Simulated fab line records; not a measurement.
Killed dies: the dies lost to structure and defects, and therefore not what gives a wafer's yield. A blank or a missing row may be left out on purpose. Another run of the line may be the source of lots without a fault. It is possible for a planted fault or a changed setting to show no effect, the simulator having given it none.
Code-filled problem report in 8D (eight disciplines) form / flow sky130 / the parts of the form that need people (team, actions taken, sign-off) are left out

## 1. THE ISSUE
Mean CAP2M_CVD_00_THK at SKY_CAP2M_THK_MEAS_01: 9.13 nm over 3 wafers in 2 lots; fault-free wafers: 15.43 nm, standard deviation 0.26. That is -24 standard deviations from the usual mean.
First observed at day 45 16:02: wafer L606.2, on filmMetro-02. The record holds 33 wafers of 11 lots with a number at this step. By rule, "out" or "out of limits" means more than 4 standard deviations away from the usual mean. The rest of the wafers with a number are treated as sound.

## 2. WHAT IT IS, AND WHAT IT ISN'T
question=which readings at this step | is=CAP2M_CVD_00_THK | is not=-
question=which lots | is=L606, L607 | is not=L590, L593, L594, L596, L598, L600, L605, L609, L610
question=which wafers of those lots | is=L606.2, L607.1, L607.2 | is not=L606.4, L606.6, L607.6
question=read on which gauges | is=filmMetro-02, filmMetro-03 | is not=filmMetro-01
question=when | is=from day 45 16:02 | is not=up to then (23 sound wafers); but 7 sound wafers of L607, L609, L610 came after

## 3. SUSPECTS, AND WHAT RULES EACH OUT
Counting: any tool at a process step up to the reading remains a suspect provided it ran every lot that is out. Sound lots after the first of them don't rule it out here, since some wafers of a struck lot are sound.
- the gauge at SKY_CAP2M_THK_MEAS_01 has been ruled out. The wafers that are out were read on 2 gauges (filmMetro-02, filmMetro-03).
- rieDiel-01 at SKY_VIA3_ETCH_14 (etches BARC in N2/H2, stops on SiO2, time 45.9 s, target depth 60 nm): kept. Every lot that is out went through it, the first being L606 (day 45 14:29); the last sound lot it ran before that was L600 (day 43 18:58).
- pecvd-01 at SKY_CAP2M_CVD_00 (deposits SiO2, target thk 15.5 nm): kept. Every lot that is out went through it, the first being L606 (day 45 16:01); the last sound lot it ran before that was L598 (day 43 10:13).
- Within rieDiel-01 at SKY_VIA3_ETCH_14: the wafers that are out ran in chambers 0, 2; their sound lot-mates ran in chambers 1, 3.
What counting leaves: rieDiel-01 at SKY_VIA3_ETCH_14 and pecvd-01 at SKY_CAP2M_CVD_00.

## 4. THE CAUSE (what the simulator had put in)
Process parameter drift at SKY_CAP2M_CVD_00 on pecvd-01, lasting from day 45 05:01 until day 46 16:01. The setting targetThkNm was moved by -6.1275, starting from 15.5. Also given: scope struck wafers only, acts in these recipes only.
After counting, 2 suspects remain, this tool included.

## 5. SEQUENCE OF EFFECTS, ordered by route
Rows list readings where the struck wafers' mean (over those with a number) sits beyond 3 standard deviations from the usual. Only readings whose record carries a usual standard deviation are examined. hours: median over the lots of the time between each lot's start at the first step of this table that gives one and its start at this step. sigmas: the change, counted in usual standard deviations.
hours=0; step=SKY_CAP2M_THK_MEAS_01; reading=CAP2M_CVD_00_THK; usual=15.43 nm; on struck wafers=9.13; change=-6.30; sigmas=-24
hours=42; step=SKY_METAL4_ETCH_17; reading=oesProductAu; usual=0.752 a.u.; on struck wafers=0.600; change=-0.152; sigmas=-20
The process steps in it:
- SKY_METAL4_ETCH_17: etches SiO2 in C4F8/O2/Ar, stops on TiN, time 3.9 s, target depth 15 nm.

## 6. WHAT WOULD HAVE CAUGHT IT SOONER
The first out-of-limits reading at a measuring or inspecting step in this record came at day 45 16:02, 11 hours after the fault's start at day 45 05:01.
Tool readings at SKY_CAP2M_CVD_00 with a usual standard deviation given in the record: none out on any struck wafer, hence no alarm at a limit of 4 standard deviations on them.
L607, from the lots that are out (2), started SKY_CAP2M_CVD_00 on pecvd-01 later than day 45 16:02. A tool hold placed at that time would have kept it from harm.
